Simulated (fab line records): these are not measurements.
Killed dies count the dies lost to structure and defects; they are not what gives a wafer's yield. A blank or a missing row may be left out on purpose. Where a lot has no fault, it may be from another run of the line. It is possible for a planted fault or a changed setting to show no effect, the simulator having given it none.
Which of the tools did it? | flow sky130 | Sampling: 24 lots, 72 wafers, 6 of 708 route steps

WHAT THE GAUGES READ, wafer by wafer
SKY_VIA2_THK_MEAS_01.
lot  | measured     | on           | VIA2_HDPCVD_THK (nm)
L075 | day 35 17:01 | filmMetro-03 | 1186 1156 1185
L074 | day 35 22:57 | filmMetro-01 | 1172 1176 1186
L076 | day 36 17:35 | filmMetro-01 | 1187 1198 1140
L077 | day 36 18:22 | filmMetro-03 | 1179 1191 1174
L079 | day 36 22:37 | filmMetro-03 | 1199 1211 1166
L078 | day 37 08:02 | filmMetro-01 | 1170 1148 1156
L084 | day 39 05:06 | filmMetro-02 | 1171 1185 1171
L082 | day 39 08:56 | filmMetro-01 | 1166 1176 1181
L081 | day 39 10:52 | filmMetro-03 | 1154 1185 1186
L085 | day 39 13:37 | filmMetro-02 | 1170 1181 1173
L087 | day 39 14:13 | filmMetro-03 | 1191 1171 1174
L080 | day 39 15:16 | filmMetro-02 | 1165 1157 1181
L086 | day 39 16:50 | filmMetro-01 | 1191 1195 1161
L088 | day 39 17:51 | filmMetro-03 | 1164 1188 1187
L083 | day 39 18:37 | filmMetro-02 | 1159 1187 1170
L089 | day 39 18:47 | filmMetro-01 | 1196 1187 1188
L090 | day 40 00:29 | filmMetro-01 | 1179 1179 1193
L091 | day 40 18:21 | filmMetro-01 | 1211 1202 1200
L092 | day 40 22:02 | filmMetro-01 | 1187 1201 1172
L093 | day 40 22:46 | filmMetro-01 | 1177 1191 1169
L094 | day 40 23:23 | filmMetro-03 | 1185 1184 1176
L095 | day 41 06:43 | filmMetro-03 | 1167 1181 1191
L096 | day 41 17:59 | filmMetro-01 | 1191 1172 1191
L097 | day 41 22:19 | filmMetro-03 | 1186 1176 1190

SKY_VIA2_THK_MEAS_23: measures by xrf.
lot  | measured     | on           | VIA2_W_THK (nm)
L075 | day 36 20:16 | filmMetro-03 | 408 391 391
L074 | day 37 02:05 | filmMetro-03 | 398 408 405
L076 | day 37 21:20 | filmMetro-02 | 401 401 398
L077 | day 37 21:59 | filmMetro-01 | 403 402 401
L079 | day 38 01:37 | filmMetro-01 | 400 406 397
L078 | day 38 11:08 | filmMetro-02 | 398 397 400
L084 | day 40 06:19 | filmMetro-01 | 404 404 406
L082 | day 40 10:02 | filmMetro-01 | 413 406 408
L081 | day 40 12:52 | filmMetro-01 | 401 392 399
L085 | day 40 15:41 | filmMetro-01 | 408 399 408
L087 | day 40 16:38 | filmMetro-02 | 397 399 403
L080 | day 40 17:07 | filmMetro-01 | 409 407 406
L086 | day 40 18:16 | filmMetro-03 | 406 403 408
L088 | day 40 19:12 | filmMetro-01 | 398 404 399
L083 | day 40 20:13 | filmMetro-01 | 407 404 407
L089 | day 40 20:48 | filmMetro-03 | 408 401 406
L090 | day 41 01:36 | filmMetro-03 | 403 393 396
L091 | day 41 19:57 | filmMetro-01 | 391 400 390
L092 | day 41 23:37 | filmMetro-02 | 392 396 392
L093 | day 42 00:14 | filmMetro-01 | 411 403 405
L094 | day 42 00:35 | filmMetro-01 | 399 403 398
L095 | day 42 07:30 | filmMetro-02 | 404 411 400
L096 | day 42 19:29 | filmMetro-01 | 408 412 409
L097 | day 43 00:14 | filmMetro-02 | 398 394 395

SKY_CAPM_THK_MEAS_01.
lot  | measured     | on           | CAPM_CVD_00_THK (nm)
L075 | day 36 20:52 | filmMetro-01 | 15.09 15.55 15.36
L074 | day 37 02:37 | filmMetro-03 | 15.04 15.67 15.34
L076 | day 37 21:53 | filmMetro-03 | 15.52 15.87 15.47
L077 | day 37 22:32 | filmMetro-01 | 15.11 15.05 15.60
L079 | day 38 02:10 | filmMetro-03 | 15.30 15.47 15.55
L078 | day 38 11:40 | filmMetro-03 | 15.10 15.83 15.30
L084 | day 40 06:52 | filmMetro-04 | 15.23 15.42 15.19
L082 | day 40 10:34 | filmMetro-04 | 15.32 15.68 15.37
L081 | day 40 13:25 | filmMetro-01 | 15.50 15.48 15.44
L085 | day 40 16:13 | filmMetro-04 | 15.22 15.69 15.43
L087 | day 40 17:10 | filmMetro-03 | 15.13 14.79 15.46
L080 | day 40 17:38 | filmMetro-03 | 15.81 15.44 15.65
L086 | day 40 18:47 | filmMetro-04 | 15.07 15.35 15.69
L088 | day 40 19:44 | filmMetro-03 | 15.19 15.16 14.85
L083 | day 40 20:45 | filmMetro-04 | 15.45 15.05 15.35
L089 | day 40 21:30 | filmMetro-04 | 15.25 15.33 15.27
L090 | day 41 02:08 | filmMetro-04 | 15.39 15.36 15.52
L091 | day 41 20:31 | filmMetro-01 | 15.15 15.48 15.40
L092 | day 42 00:09 | filmMetro-04 | 15.27 15.06 15.39
L093 | day 42 00:46 | filmMetro-04 | 15.22 15.04 15.37
L094 | day 42 01:07 | filmMetro-03 | 15.09 15.16 15.43
L095 | day 42 08:02 | filmMetro-01 | 15.32 15.20 15.55
L096 | day 42 20:04 | filmMetro-01 | 16.01 15.88 15.83
L097 | day 43 00:47 | filmMetro-01 | 14.75 15.00 15.07

SKY_CAPM_RS_MEAS_03: measurement is done with a four-point probe.
lot  | measured     | on           | CAPM_TIN_RS (ohm/sq)
L075 | day 36 21:02 | filmMetro-03 | 7.09 7.05 6.85
L074 | day 37 02:47 | filmMetro-01 | 6.98 7.00 6.83
L076 | day 37 22:03 | filmMetro-04 | 6.85 6.92 6.87
L077 | day 37 22:42 | filmMetro-04 | 7.09 7.06 7.06
L079 | day 38 02:20 | filmMetro-04 | 6.85 6.84 6.80
L078 | day 38 11:52 | filmMetro-04 | 6.90 7.00 6.82
L084 | day 40 07:02 | filmMetro-01 | 6.94 7.01 7.15
L082 | day 40 10:46 | filmMetro-01 | 6.73 6.72 6.71
L081 | day 40 13:36 | filmMetro-04 | 6.83 6.80 6.79
L085 | day 40 16:25 | filmMetro-01 | 7.00 7.01 6.89
L087 | day 40 17:20 | filmMetro-04 | 7.03 6.86 6.91
L080 | day 40 17:50 | filmMetro-03 | 6.80 6.97 6.81
L086 | day 40 18:58 | filmMetro-03 | 6.77 6.99 6.84
L088 | day 40 19:54 | filmMetro-04 | 7.09 6.98 6.91
L083 | day 40 20:56 | filmMetro-04 | 6.91 7.00 7.02
L089 | day 40 21:40 | filmMetro-01 | 6.91 6.82 6.99
L090 | day 41 02:19 | filmMetro-01 | 7.10 6.95 7.08
L091 | day 41 20:42 | filmMetro-04 | 6.87 7.12 6.89
L092 | day 42 00:19 | filmMetro-03 | 7.04 6.87 6.87
L093 | day 42 00:56 | filmMetro-01 | 7.02 6.83 6.79
L094 | day 42 01:19 | filmMetro-04 | 6.84 6.91 6.84
L095 | day 42 08:12 | filmMetro-04 | 6.84 6.90 6.75
L096 | day 42 20:16 | filmMetro-04 | 7.15 7.11 7.03
L097 | day 43 00:58 | filmMetro-04 | 6.78 6.81 6.77

TOOL THAT RAN EACH LOT (tool first, then ch and the chambers of the sampled wafers, then the start)
lot  | SKY_VIA1_STRIP_16                   | SKY_VIA2_ETCH_15
L075 | plasmaAsher-04 ch 0,1, day 34 11:56 | rieDiel-04 ch 0,3, day 36 19:15
L074 | plasmaAsher-04 ch 0,1, day 34 17:46 | rieDiel-02 ch 1,2,3, day 37 01:05
L076 | plasmaAsher-01 ch 0,1, day 35 13:26 | rieDiel-03 ch 0,3, day 37 20:20
L077 | plasmaAsher-04 ch 0,1, day 35 13:43 | rieDiel-02 ch 0,1,3, day 37 20:59
L079 | plasmaAsher-04 ch 0, day 35 18:58   | rieDiel-03 ch 1,2, day 38 00:38
L078 | plasmaAsher-03 ch 0,1, day 36 03:00 | rieDiel-02 ch 0,3, day 38 10:09
L084 | plasmaAsher-03 ch 1, day 38 02:25   | rieDiel-04 ch 1,2,3, day 40 05:18
L082 | plasmaAsher-03 ch 0,1, day 38 05:22 | rieDiel-04 ch 0,1,2, day 40 09:02
L081 | plasmaAsher-03 ch 0,1, day 38 07:46 | rieDiel-03 ch 0,2,3, day 40 11:51
L085 | plasmaAsher-04 ch 0,1, day 38 10:37 | rieDiel-03 ch 0,1, day 40 14:41
L087 | plasmaAsher-01 ch 0,1, day 38 10:50 | rieDiel-04 ch 0,1, day 40 15:38
L080 | plasmaAsher-03 ch 0,1, day 38 11:52 | rieDiel-02 ch 1,2,3, day 40 16:06
L086 | plasmaAsher-01 ch 0,1, day 38 13:38 | rieDiel-02 ch 0,2,3, day 40 17:17
L088 | plasmaAsher-01 ch 0,1, day 38 14:23 | rieDiel-03 ch 0,1,2, day 40 18:14
L083 | plasmaAsher-01 ch 0,1, day 38 15:02 | rieDiel-03 ch 0,2,3, day 40 19:14
L089 | plasmaAsher-03 ch 0,1, day 38 15:53 | rieDiel-04 ch 0,2,3, day 40 19:41
L090 | plasmaAsher-01 ch 1, day 38 20:50   | rieDiel-02 ch 0,1,3, day 41 00:35
L091 | plasmaAsher-03 ch 0,1, day 39 16:20 | rieDiel-03 ch 0,1, day 41 18:39
L092 | plasmaAsher-03 ch 0,1, day 39 19:23 | rieDiel-04 ch 0,2, day 41 22:39
L093 | plasmaAsher-01 ch 0,1, day 39 19:49 | rieDiel-04 ch 0,1,3, day 41 23:14
L094 | plasmaAsher-04 ch 0,1, day 39 20:52 | rieDiel-03 ch 2,3, day 41 23:35
L095 | plasmaAsher-01 ch 0,1, day 40 04:26 | rieDiel-04 ch 1,2, day 42 06:29
L096 | plasmaAsher-04 ch 0,1, day 40 16:04 | rieDiel-03 ch 2,3, day 42 18:29
L097 | plasmaAsher-04 ch 0,1, day 40 20:13 | rieDiel-03 ch 2,3, day 42 23:15
- SKY_VIA1_STRIP_16: strips in O2/N2.
- SKY_VIA2_ETCH_15: etches SiO2 in C4F8/O2/Ar, stops on TiN, target depth 546 nm, time 84 s.

WHAT THE TOOLS THEMSELVES READ (means of the sampled wafers that have a number; where no wafer has one, the mark that the record gives instead)
SKY_VIA1_STRIP_16.
lot  | tool           | chamberPressureMTorr (mTorr) | drypumpMotorCurrentA (A) | n2FlowSccm (sccm) | oesProductAu (a.u.) | stripTimeToEndpointS (s)
L075 | plasmaAsher-04 | 1500.2                       | 5.75                     | 300.3             | 0.417               | 4.44
L074 | plasmaAsher-04 | 1500.3                       | 5.79                     | 299.9             | 0.414               | 4.43
L076 | plasmaAsher-01 | 1500.6                       | 5.89                     | 300.3             | 0.411               | 4.44
L077 | plasmaAsher-04 | 1499.5                       | 5.77                     | 299.4             | 0.416               | 4.45
L079 | plasmaAsher-04 | 1500.6                       | 6.18                     | 300.9             | 0.415               | 4.43
L078 | plasmaAsher-03 | 1499.0                       | 5.79                     | 300.8             | 0.419               | 4.49
L084 | plasmaAsher-03 | 1500.2                       | 5.64                     | 298.2             | 0.414               | 4.47
L082 | plasmaAsher-03 | 1499.7                       | 5.96                     | 299.2             | 0.413               | 4.43
L081 | plasmaAsher-03 | 1500.5                       | 5.82                     | 300.4             | 0.416               | 4.45
L085 | plasmaAsher-04 | 1499.0                       | 5.97                     | 300.6             | 0.418               | 4.46
L087 | plasmaAsher-01 | 1500.0                       | 5.90                     | 300.5             | 0.415               | 4.43
L080 | plasmaAsher-03 | 1499.9                       | 5.79                     | 298.7             | 0.416               | 4.42
L086 | plasmaAsher-01 | 1499.9                       | 5.76                     | 299.8             | 0.419               | 4.47
L088 | plasmaAsher-01 | 1499.9                       | 5.76                     | 300.2             | 0.412               | 4.47
L083 | plasmaAsher-01 | 1499.5                       | 5.76                     | 301.3             | 0.418               | 4.48
L089 | plasmaAsher-03 | 1500.3                       | 5.94                     | 300.4             | 0.417               | 4.49
L090 | plasmaAsher-01 | 1501.5                       | 6.05                     | 299.3             | 0.415               | 4.45
L091 | plasmaAsher-03 | 1498.8                       | 5.96                     | 300.4             | 0.414               | 4.47
L092 | plasmaAsher-03 | 1500.1                       | 5.94                     | 300.6             | 0.416               | 4.43
L093 | plasmaAsher-01 | 1501.8                       | 5.90                     | 299.6             | 0.414               | 4.45
L094 | plasmaAsher-04 | 1501.3                       | 5.76                     | 300.4             | 0.417               | 4.43
L095 | plasmaAsher-01 | 1499.4                       | 5.91                     | 300.6             | 0.416               | 4.47
L096 | plasmaAsher-04 | 1499.9                       | 5.75                     | 300.1             | 0.415               | 4.47
L097 | plasmaAsher-04 | 1499.4                       | 5.75                     | 300.2             | 0.420               | 4.45

SKY_VIA2_ETCH_15.
lot  | tool       | chamberPressureMTorr (mTorr) | oesProductAu (a.u.)
L075 | rieDiel-04 | 40.03                        | 0.937
L074 | rieDiel-02 | 39.98                        | 0.940
L076 | rieDiel-03 | 40.01                        | 0.936
L077 | rieDiel-02 | 40.00                        | 0.944
L079 | rieDiel-03 | 40.00                        | 0.947
L078 | rieDiel-02 | 40.00                        | 0.938
L084 | rieDiel-04 | 40.02                        | 0.942
L082 | rieDiel-04 | 39.96                        | 0.936
L081 | rieDiel-03 | 39.97                        | 0.940
L085 | rieDiel-03 | 39.99                        | 0.938
L087 | rieDiel-04 | 40.00                        | 0.937
L080 | rieDiel-02 | 40.00                        | 0.940
L086 | rieDiel-02 | 40.00                        | 0.943
L088 | rieDiel-03 | 40.00                        | 0.936
L083 | rieDiel-03 | 40.00                        | 0.940
L089 | rieDiel-04 | 39.97                        | 0.939
L090 | rieDiel-02 | 39.99                        | 0.942
L091 | rieDiel-03 | 39.99                        | 0.939
L092 | rieDiel-04 | 39.98                        | 0.938
L093 | rieDiel-04 | 40.02                        | 0.940
L094 | rieDiel-03 | 40.00                        | 0.939
L095 | rieDiel-04 | 40.02                        | 0.939
L096 | rieDiel-03 | 39.99                        | 0.941
L097 | rieDiel-03 | 39.99                        | 0.937

THE ANSWER, worked out from the rows above alone
Rule: the usual values come from the lots themselves. Put in order of their means at a reading, lots are off if they are a third of the lots or fewer, leave a main group of 4 or more, and stand apart from it by a gap of 3 or more times the standard deviation of the main group's means; of several such gaps the widest counts. A main group whose means are all the same, to the digits that the tables above print for the reading, isn't used. A lot without any number at a reading at which 4 lots or more have one is off too. All remaining lots with rows at the step are treated as sound. After the gauges, taken in route order, come the tools' own readings; for these a lot's mean is taken, as printed above. The first step at which some lot is off is used, and at that step the reading that is off furthest; a lot without a number counts as furthest.
Across all readings shown, no lot is off: no conclusion can be drawn from this.

WHAT HAD BEEN PUT IN BY THE SIMULATOR
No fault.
